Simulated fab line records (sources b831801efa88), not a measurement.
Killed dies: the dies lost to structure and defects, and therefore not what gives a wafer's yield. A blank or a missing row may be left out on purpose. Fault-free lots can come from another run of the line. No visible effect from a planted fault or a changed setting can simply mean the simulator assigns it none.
Comparing a struck lot with a sound one | flow sky130 | 43 out of 708 route steps
Sound: the wafers L560.2, L560.3, L560.4. Wafers L569.3, L569.4, L569.6 were the ones struck. The cause is named last.
Per side, at each step with rows, come the tool, then ch with its chambers, and then its first start. Under that, the readings that differ: sound wafers | struck wafers | difference of the means | sigmas: that difference in standard deviations of wafers without a fault.
alike: readings whose means differ by less than 2 such deviations, and words and numbers that are the same on both sides. not compared: withheld readings, readings that some wafer has no value for, bounds like >300 that may hide the same value, and numbers for which the record gives no deviation and whose values overlap.
The two part at a step that has a row with sigmas, a row that says differs or no value, or rows on one side only. Numbers that have no deviation but don't overlap get no sigmas and don't part them. A reading that every wafer of one side lacks parts them only if that side has two wafers or more.

SKY_LDD_HVN_OVL_MEAS_07:
  sound on overlay-02 at day 22 03:00; struck on overlay-01 at day 25 16:59
  alike: LDD_HVN_OVL
then, 1 step without rows for these wafers: SKY_LDD_HVN_IMPLANT_08.
SKY_LDD_HVN_STRIP_09: strips in O2/N2.
  sound on plasma_asher-03 ch 0,1, day 22 03:28; struck on plasma_asher-01 ch 0,1, day 25 17:11
  alike: drypump_motor_current_A, oes_product_au, strip_time_to_endpoint_s
  not compared: rf_hours_counter_h
SKY_LDD_HVN_TW_MEAS_10:
  sound on film_metro-01 at day 22 03:35; struck on film_metro-02 at day 25 17:16
  alike: LDD_HVN_TW
then, 7 steps without rows for these wafers: SKY_LDD_HVP_DEHYDRATE_00 (time 60 s); SKY_LDD_HVP_HMDS_01 (prime time 60 s); SKY_LDD_HVP_COAT_02 (resist thk 300 nm); SKY_LDD_HVP_SOFTBAKE_03 (time 60 s); SKY_LDD_HVP_EXPOSE_04 (exposes mask HVPTM, target cd 700 nm); SKY_LDD_HVP_PEB_05; SKY_LDD_HVP_DEVELOP_06 (develop time 60 s).
SKY_LDD_HVP_OVL_MEAS_07:
  sound on overlay-01 at day 23 08:56; struck on overlay-01 at day 26 22:40
  alike: LDD_HVP_OVL
SKY_LDD_HVP_IMPLANT_08:
  sound on implanter-03 ch 0, day 23 08:59; struck on implanter-03 ch 0, day 26 22:44
SKY_LDD_HVP_STRIP_09: strips in O2/N2.
  sound on plasma_asher-03 ch 0,1, day 23 09:07; struck on plasma_asher-04 ch 0,1, day 26 22:52
  alike: drypump_motor_current_A, oes_product_au, strip_time_to_endpoint_s
  not compared: rf_hours_counter_h
SKY_LDD_HVP_TW_MEAS_10:
  sound on film_metro-03 at day 23 09:14; struck on film_metro-02 at day 26 22:57
  alike: LDD_HVP_TW
then, 7 steps without rows for these wafers: SKY_LDD_LDN_DEHYDRATE_00 (time 60 s); SKY_LDD_LDN_HMDS_01 (prime time 60 s); SKY_LDD_LDN_COAT_02 (resist thk 1140 nm); SKY_LDD_LDN_SOFTBAKE_03 (time 60 s); SKY_LDD_LDN_EXPOSE_04 (exposes mask LDNTM, target cd 700 nm); SKY_LDD_LDN_PEB_05; SKY_LDD_LDN_DEVELOP_06 (develop time 60 s).
SKY_LDD_LDN_OVL_MEAS_07:
  sound on overlay-01 at day 24 15:02; struck on overlay-01 at day 28 04:21
  alike: LDD_LDN_OVL
then, 4 steps without rows for these wafers: SKY_LDD_LDN_IMPLANT_08; SKY_LDD_LDN_IMPLANT_09; SKY_LDD_LDN_IMPLANT_10; SKY_LDD_LDN_IMPLANT_11.
SKY_LDD_LDN_STRIP_12: strips in O2/N2.
  sound on plasma_asher-04 ch 0,1, day 24 15:40; struck on plasma_asher-04 ch 0,1, day 28 05:00
  reading                      | sound             | struck            | difference | sigmas
  strip_time_to_endpoint_s (s) | 14.24 14.25 14.23 | 14.15 14.14 14.16 | -0.09      | -2
  alike: drypump_motor_current_A, oes_product_au
  not compared: rf_hours_counter_h
SKY_LDD_LDN_TW_MEAS_13:
  sound on film_metro-03 at day 24 15:46; struck on film_metro-01 at day 28 05:05
  alike: LDD_LDN_TW
then, 2 steps without rows for these wafers: SKY_LDD_LDN_CLEAN_14 (cleans in SC1/SC2, time 150 s); SKY_SPACER_CVD_00 (deposits Si3N4 from DCS/NH3, target thk 43.1 nm, time 740 s).
SKY_SPACER_THK_MEAS_01:
  sound on film_metro-02 at day 24 17:41; struck on film_metro-04 at day 28 07:53
  alike: SPACER_CVD_00_THK
SKY_SPACER_ETCHBACK_02: etches Si3N4 in CH3F/O2, stops on SiO2, time 46.7 s, target depth 45 nm.
  sound on rie_diel-01 ch 1,2,3, day 24 17:44; struck on rie_diel-01 ch 0,1,3, day 28 07:55
  alike: drypump_motor_current_A, oes_product_au, throttle_valve_pct
  not compared: rf_hours_counter_h
then, 8 steps without rows for these wafers: SKY_POLY_CUT_DEHYDRATE_00 (time 60 s); SKY_POLY_CUT_HMDS_01 (prime time 60 s); SKY_POLY_CUT_COAT_02 (resist thk 60 nm); SKY_POLY_CUT_COAT_03 (resist thk 450 nm); SKY_POLY_CUT_SOFTBAKE_04 (time 90 s); SKY_POLY_CUT_EXPOSE_05 (exposes mask NPCM, target cd 270 nm); SKY_POLY_CUT_PEB_06; SKY_POLY_CUT_DEVELOP_07 (develop time 60 s).
SKY_POLY_CUT_CD_MEAS_08: the cd target is 270 nm.
  sound on cd_sem-01 at day 25 23:21; struck on cd_sem-01 at day 29 11:54
  alike: cd_nm
-- here the record skips 20 days between the struck wafers' starts before and after, leaving off in module POLY_CUT and picking up in module PAD_OPEN (first step shown: number 708 of the route) --
SKY_PAD_OPEN_PROBE_99:
  sound on prober-02 at day 47 01:24; struck on prober-01 at day 49 10:50
  reading                                        | sound              | struck            | difference | sigmas
  model.etest.tip_p_5v.rs_ohm_sq_range           | 94.33 85.8 72.21   | 335.3 300.7 317.1 | +233.6     |
  model.etest.tip_p_5v.rs_ohm_sq_rim_less_centre | -19.6 1.322 -3.887 | 57.23 40.61 75.24 | +65.08     |
  alike: killed_at_M0_to_M3, killed_at_M4_up, killed_at_contacts, killed_at_front_end, killed_at_other, killed_dies, killed_open, killed_short

== WHERE THEY PART ==
SKY_LDD_LDN_STRIP_12 only, going by this record. Later steps at which nothing parts them and some readings are alike: SKY_LDD_LDN_TW_MEAS_13, SKY_SPACER_THK_MEAS_01, SKY_SPACER_ETCHBACK_02, SKY_POLY_CUT_CD_MEAS_08, SKY_PAD_OPEN_PROBE_99.

WHY: the cause the simulator had injected
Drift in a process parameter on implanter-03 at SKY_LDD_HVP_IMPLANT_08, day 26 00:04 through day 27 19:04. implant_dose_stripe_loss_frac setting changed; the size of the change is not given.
